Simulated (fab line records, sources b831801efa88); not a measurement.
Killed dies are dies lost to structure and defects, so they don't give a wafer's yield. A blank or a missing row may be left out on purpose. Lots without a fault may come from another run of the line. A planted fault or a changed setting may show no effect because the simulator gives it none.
A struck lot beside a sound one | flow gf180mcu | 15 steps out of a route of 602
Sound: wafers L455.1, L455.2, L455.6. Struck: wafers L447.2, L447.3, L447.4. The cause comes at the end.
At each step with rows: each side's tool, then ch and its chambers, then its first start. Under that, the readings that differ: sound wafers | struck wafers | difference of the means | sigmas: that difference in standard deviations of wafers without a fault.
alike: readings whose means differ by less than 2 such deviations, and words and numbers that are the same on both sides. not compared: withheld readings, readings that some wafer has no value for, bounds like >300 that may hide the same value, and numbers for which the record gives no deviation and whose values overlap.
The two part at a step that has a row with sigmas, a row that says differs or no value, or rows on one side only. Numbers that don't overlap but have no deviation are shown without sigmas and don't part them. A reading that every wafer of one side lacks parts them only if that side has two wafers or more.

GF_STI_STRIP_15: strips in O2/N2.
  sound on plasma_asher-01 ch 0,1, day 6 04:08; struck on plasma_asher-04 ch 0,1, day 4 10:05
  alike: drypump_motor_current_A, heater_power_w, oes_product_au, strip_time_to_endpoint_s
  not compared: rf_hours_counter_h
then, 6 steps without rows for these wafers: GF_STI_CLEAN_16 (cleans in dHF, time 25 s); GF_STI_WET_ETCH_17 (etches Si3N4 in H3PO4, target depth 45 nm, time 514 s); GF_STI_CLEAN_18 (cleans in SC1/SC2, time 150 s); GF_STI_CLEAN_19 (cleans in dHF, time 20 s); GF_STI_WET_ETCH_20 (etches SiO2 in dHF, target depth 20 nm, time 400 s); GF_STI_OXIDATION_21 (stabilise 600 s, purge 300 s, target thk 15 nm).
GF_STI_THK_MEAS_22:
  sound on film_metro-01, day 6 06:06; struck on film_metro-03, day 4 12:04
  alike: STI_OXIDATION_01_THK
then, 1 step without rows for these wafers: GF_STI_CVD_23 (deposits SiO2, target thk 650 nm, time 108.3 s).
GF_STI_THK_MEAS_24:
  sound on film_metro-01, day 6 06:14; struck on film_metro-01, day 4 12:12
  reading             | sound       | struck      | difference | sigmas
  STI_CVD_23_THK (nm) | 641 646 637 | 656 660 657 | +16        | +3
GF_STI_CMP_25: polishes, stops on Si3N4, t overpolish 33 s, target thk 524.6 nm.
  sound on cmp-01 ch 1,2,3, day 6 06:24; struck on cmp-01 ch 0,1,3, day 4 12:15
  alike: motor_current_A, overpolish_run_s, time_to_endpoint_s
then, 1 step without rows for these wafers: GF_STI_WET_ETCH_26 (etches SiO2 in dHF, target depth 94 nm, time 188 s).
GF_STI_WET_ETCH_27: etches Si3N4 in H3PO4, target depth 160 nm, time 1825 s.
  sound on wet_bench-02 ch 0, day 6 06:40; struck on wet_bench-03 ch 1, day 4 12:37
  no value came back on the struck wafers for bath_guard_temp_C (C), bath_heat_duty_pct (%); on the sound wafers bath_guard_temp_C (C) reads 160.1 160.3 159.8
  reading                               | sound | struck            | difference | sigmas
  model.Si3N4_of_STI_CVD_03.thk_nm (nm) | 0 0 0 | 150.1 151.1 150.9 | +150.7     |
then, 1 step without rows for these wafers: GF_STI_WET_ETCH_28 (etches SiO2 in dHF, target depth 20 nm, time 38.74 s).
-- the record jumps here: 28 days lie between the struck wafers' starts before and after (it left off in module STI and takes up again in module PASSIVATION, whose first step shown is number 602 of the route) --
GF_PASSIVATION_PROBE_99:
  the record has rows for the struck wafers here (prober-01, day 32 03:46) and none for the sound ones

WHERE THEY PART
First at GF_STI_THK_MEAS_24; last, within this record, at GF_PASSIVATION_PROBE_99.

WHY: what the simulator had put in
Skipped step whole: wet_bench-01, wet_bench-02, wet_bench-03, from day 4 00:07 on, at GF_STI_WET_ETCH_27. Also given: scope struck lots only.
